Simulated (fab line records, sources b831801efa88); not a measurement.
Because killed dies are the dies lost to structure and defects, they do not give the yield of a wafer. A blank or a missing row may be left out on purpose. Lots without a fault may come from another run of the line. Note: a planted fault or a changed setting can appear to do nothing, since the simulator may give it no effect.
Comparing a struck lot with a sound one :: flow sky130 :: 15 steps out of a route of 708
Sound: these wafers, L870.3, L870.4, L870.6. Struck: wafers L877.3, L877.5, L877.6. The cause is given at the end.
Per side, at each step with rows, come the tool, then ch with its chambers, and then its first start. Under that, the readings that differ: sound wafers :: struck wafers :: difference of the means :: sigmas: that difference in standard deviations of wafers without a fault.
alike: readings with means less than 2 such deviations apart, plus words and numbers identical on both sides. not compared: withheld readings, readings lacking a value on some wafer, bounds such as >300 that could conceal the same value, and numbers that have no deviation in the record and whose values overlap.
The two part at a step that has a row with sigmas, a row that says differs or no value, or rows on one side only. Numbers that don't overlap but have no deviation are shown without sigmas and don't part them. A reading that every wafer of one side lacks parts them only if that side has two wafers or more.

first, 3 steps without rows for these wafers: SKY_LDD_LDN_EXPOSE_04 (exposes mask LDNTM, target cd 700 nm); SKY_LDD_LDN_PEB_05; SKY_LDD_LDN_DEVELOP_06 (develop time 60 s).
SKY_LDD_LDN_OVL_MEAS_07:
  sound on overlay-01 at day 26 06:35; struck on overlay-01 at day 28 07:47
  alike: LDD_LDN_OVL
then, 4 steps without rows for these wafers: SKY_LDD_LDN_IMPLANT_08; SKY_LDD_LDN_IMPLANT_09; SKY_LDD_LDN_IMPLANT_10; SKY_LDD_LDN_IMPLANT_11.
SKY_LDD_LDN_STRIP_12: strips in O2/N2.
  sound on plasma_asher-02 ch 0,1, day 26 07:14; struck on plasma_asher-01 ch 0,1, day 28 08:26
  alike: drypump_motor_current_A, oes_product_au, strip_time_to_endpoint_s
  not compared: rf_hours_counter_h
SKY_LDD_LDN_TW_MEAS_13:
  sound on film_metro-01 at day 26 07:20; struck on film_metro-04 at day 28 08:32
  alike: LDD_LDN_TW
then, 2 steps without rows for these wafers: SKY_LDD_LDN_CLEAN_14 (cleans in SC1/SC2, time 150 s); SKY_SPACER_CVD_00 (deposits Si3N4 from DCS/NH3, target thk 43.1 nm, time 740 s).
SKY_SPACER_THK_MEAS_01:
  sound on film_metro-03 at day 26 23:13; struck on film_metro-03 at day 28 10:35
reading: SPACER_CVD_00_THK (nm)
sound: 43.1 43.3 43.4
struck: 44.4 44.2 44.3
difference: +1.0
sigmas: +3
SKY_SPACER_ETCHBACK_02: etches Si3N4 in CH3F/O2, stops on SiO2, time 46.7 s, target depth 45 nm.
  sound on rie_diel-03 ch 0,1,3, day 26 23:16; struck on rie_diel-03 ch 2,3, day 28 10:37
  alike: drypump_motor_current_A, oes_product_au, throttle_valve_pct
  not compared: rf_hours_counter_h
-- the record jumps here: 21 days lie between the struck wafers' starts before and after (it left off in module SPACER and takes up again in module PAD_OPEN, whose first step shown is number 708 of the route) --
SKY_PAD_OPEN_PROBE_99:
  sound on prober-02 at day 48 12:27; struck on prober-02 at day 49 13:45
  alike: killed_at_M0_to_M3, killed_at_M4_up, killed_at_contacts, killed_at_front_end, killed_at_other, killed_dies, killed_open, killed_short

## WHERE THEY PART
At SKY_SPACER_THK_MEAS_01 and nowhere else, as far as this record goes. Later steps at which nothing parts them and some readings are alike: SKY_SPACER_ETCHBACK_02, SKY_PAD_OPEN_PROBE_99.

WHY: what had been put in by the simulator
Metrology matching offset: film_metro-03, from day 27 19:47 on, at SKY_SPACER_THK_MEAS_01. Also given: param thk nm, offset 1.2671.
